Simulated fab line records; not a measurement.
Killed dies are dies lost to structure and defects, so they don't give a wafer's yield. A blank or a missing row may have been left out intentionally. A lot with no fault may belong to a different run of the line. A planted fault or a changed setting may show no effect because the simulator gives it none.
Which tool was responsible?	flow gf180mcu	Sampling: 24 lots, 72 wafers, 3 of 602 route steps

## WHAT THE GAUGES SHOWED, per wafer
GF_LVPWELL_OVL_MEAS_07.
lot	measured	on	LVPWELL_OVL (nm)
L074	day 3 20:36	overlay-01	1.8 -0.1 0.6
L075	day 4 02:17	overlay-01	2.9 4.4 2.5
L076	day 4 06:44	overlay-02	-3.1 0.4 -0.3
L077	day 4 14:21	overlay-02	0.3 0.6 1.1
L078	day 4 18:42	overlay-01	0.9 0.5 0.7
L079	day 5 00:19	overlay-02	1.3 -0.3 -0.4
L080	day 5 05:15	overlay-02	2.0 -0.2 0.1
L081	day 5 13:44	overlay-01	0.4 -0.3 -0.1
L082	day 5 16:50	overlay-01	-0.7 0.3 0.4
L083	day 5 23:15	overlay-01	-0.1 -1.6 0.6
L084	day 6 04:50	overlay-01	1.3 1.4 1.5
L085	day 6 11:47	overlay-02	-3.3 -2.3 -0.8
L086	day 6 16:13	overlay-01	-1.8 0.2 -0.4
L087	day 6 21:29	overlay-01	2.7 3.4 2.5
L088	day 7 04:32	overlay-02	-0.9 -0.4 -1.6
L089	day 7 08:23	overlay-02	0.7 -0.8 -0.7
L090	day 7 14:33	overlay-01	-1.4 -2.5 -2.2
L091	day 7 20:14	overlay-01	1.1 -2.3 0.8
L092	day 8 01:47	overlay-02	-0.9 -0.1 -1.3
L093	day 8 07:53	overlay-01	1.1 -1.3 1.9
L094	day 8 15:05	overlay-01	0.5 -0.3 1.1
L095	day 8 19:13	overlay-01	3.7 2.4 3.9
L096	day 9 00:36	overlay-01	0.3 3.0 0.2
L097	day 9 11:25	overlay-01	2.4 2.6 0.8

GF_NSD_CD_MEAS_07 targets a cd of 400 nm.
lot	measured	on	cdNm (nm)
L074	day 13 07:26	cdSem-02	402.8 404.7 403.5
L075	day 13 15:00	cdSem-02	403.2 403.7 402.6
L076	day 14 00:46	cdSem-01	398.8 396.0 397.6
L077	day 14 11:02	cdSem-01	400.6 400.0 402.0
L078	day 14 18:01	cdSem-01	402.5 403.2 401.2
L079	day 15 02:04	cdSem-01	398.9 403.1 400.4
L080	day 15 06:49	cdSem-02	399.4 398.3 398.1
L081	day 15 21:44	cdSem-02	402.3 402.8 400.8
L082	day 15 22:08	cdSem-02	398.8 400.7 398.1
L083	day 16 11:19	cdSem-01	398.6 399.7 398.5
L084	day 16 18:50	cdSem-01	400.6 400.7 400.9
L085	day 17 07:38	cdSem-02	400.2 401.8 400.6
L086	day 17 11:17	cdSem-02	399.2 401.9 401.4
L087	day 17 18:37	cdSem-01	396.0 396.2 397.7
L088	day 18 06:59	cdSem-02	396.6 396.2 396.9
L089	day 18 11:59	cdSem-01	401.6 400.4 404.5
L090	day 18 17:43	cdSem-02	395.9 398.7 397.9
L091	day 19 03:18	cdSem-01	401.5 401.4 401.5
L092	day 19 10:29	cdSem-01	402.8 399.3 400.9
L093	day 19 21:16	cdSem-01	401.6 399.1 398.9
L094	day 20 08:13	cdSem-02	396.9 396.6 397.4
L095	day 20 16:10	cdSem-01	401.1 399.6 401.0
L096	day 20 20:34	cdSem-02	402.4 400.9 402.7
L097	day 21 12:46	cdSem-02	399.6 398.7 396.9

## WHICH TOOL RAN EACH LOT (tool, then ch and the chambers of the sampled wafers, then the start)
lot	GF_VT_IMPLANT_STRIP_09
L074	plasmaAsher-04 ch 0,1, day 5 15:19
L075	plasmaAsher-04 ch 0, day 5 21:34
L076	plasmaAsher-01 ch 0,1, day 6 02:43
L077	plasmaAsher-01 ch 0,1, day 6 11:09
L078	plasmaAsher-03 ch 0,1, day 6 16:37
L079	plasmaAsher-03 ch 0,1, day 6 22:13
L080	plasmaAsher-01 ch 0,1, day 7 02:35
L081	plasmaAsher-01 ch 0,1, day 7 11:19
L082	plasmaAsher-03 ch 0, day 7 15:28
L083	plasmaAsher-03 ch 0,1, day 7 23:11
L084	plasmaAsher-01 ch 0,1, day 8 04:55
L085	plasmaAsher-03 ch 0,1, day 8 11:25
L086	plasmaAsher-01 ch 0,1, day 8 17:37
L087	plasmaAsher-03 ch 0,1, day 8 23:08
L088	plasmaAsher-04 ch 0,1, day 9 07:02
L089	plasmaAsher-04 ch 0, day 9 10:10
L090	plasmaAsher-01 ch 0,1, day 9 17:20
L091	plasmaAsher-01 ch 1, day 9 23:22
L092	plasmaAsher-03 ch 0,1, day 10 04:04
L093	plasmaAsher-04 ch 0,1, day 10 13:40
L094	plasmaAsher-04 ch 0,1, day 10 20:43
L095	plasmaAsher-04 ch 0,1, day 11 01:10
L096	plasmaAsher-04 ch 0,1, day 11 07:17
L097	plasmaAsher-04 ch 0,1, day 11 18:34
- GF_VT_IMPLANT_STRIP_09: strips in O2/N2.

## AS READ BY THE TOOLS THEMSELVES (means over the sampled wafers that have a number; for cases with no such wafer, the mark the record gives instead)
GF_VT_IMPLANT_STRIP_09.
lot	tool	drypumpMotorCurrentA (A)	heaterPowerW (W)	oesProductAu (a.u.)	stripTimeToEndpointS (s)
L074	plasmaAsher-04	5.3	358	0.713	12.66
L075	plasmaAsher-04	5.3	346	0.713	12.60
L076	plasmaAsher-01	5.9	333	0.712	12.62
L077	plasmaAsher-01	5.9	317	0.718	12.67
L078	plasmaAsher-03	5.7	344	0.711	12.62
L079	plasmaAsher-03	5.7	345	0.713	12.66
L080	plasmaAsher-01	5.9	320	0.718	12.62
L081	plasmaAsher-01	5.9	332	0.715	12.62
L082	plasmaAsher-03	6.6	308	0.712	12.59
L083	plasmaAsher-03	6.2	325	0.720	12.64
L084	plasmaAsher-01	5.9	323	0.712	12.64
L085	plasmaAsher-03	6.1	328	0.713	12.61
L086	plasmaAsher-01	5.9	334	0.717	12.67
L087	plasmaAsher-03	5.8	340	0.720	12.62
L088	plasmaAsher-04	5.3	354	0.722	12.61
L089	plasmaAsher-04	5.3	347	0.714	12.67
L090	plasmaAsher-01	5.9	317	0.712	12.66
L091	plasmaAsher-01	6.0	345	0.715	12.62
L092	plasmaAsher-03	6.2	327	0.717	12.63
L093	plasmaAsher-04	5.3	360	0.718	12.61
L094	plasmaAsher-04	5.4	363	0.714	12.59
L095	plasmaAsher-04	5.3	348	0.716	12.67
L096	plasmaAsher-04	5.3	351	0.715	12.68
L097	plasmaAsher-04	5.3	350	0.718	12.62

## THE ANSWER, worked out from the rows above alone
Rule: what is usual is taken from the lots themselves. Put in order of their means at a reading, lots are off if they are a third of the lots or fewer, leave a main group of 4 or more, and stand apart from it by a gap of 3 or more times the standard deviation of the main group's means; of several such gaps the widest counts. The tables above print the reading to a certain number of digits; a main group whose means all agree to those digits is not used. Also off: a lot with no number at a reading for which 4 or more lots have one. The other lots that the step has rows for count as sound. First the gauges in route order, then the tools' own readings, where a lot's mean is used as printed above. The first step at which some lot is off is used, and at that step the reading that is off furthest; a lot without a number counts as furthest.
Nothing can be told from this: no lot is off at any reading shown.

## WHAT THE SIMULATOR PUT IN
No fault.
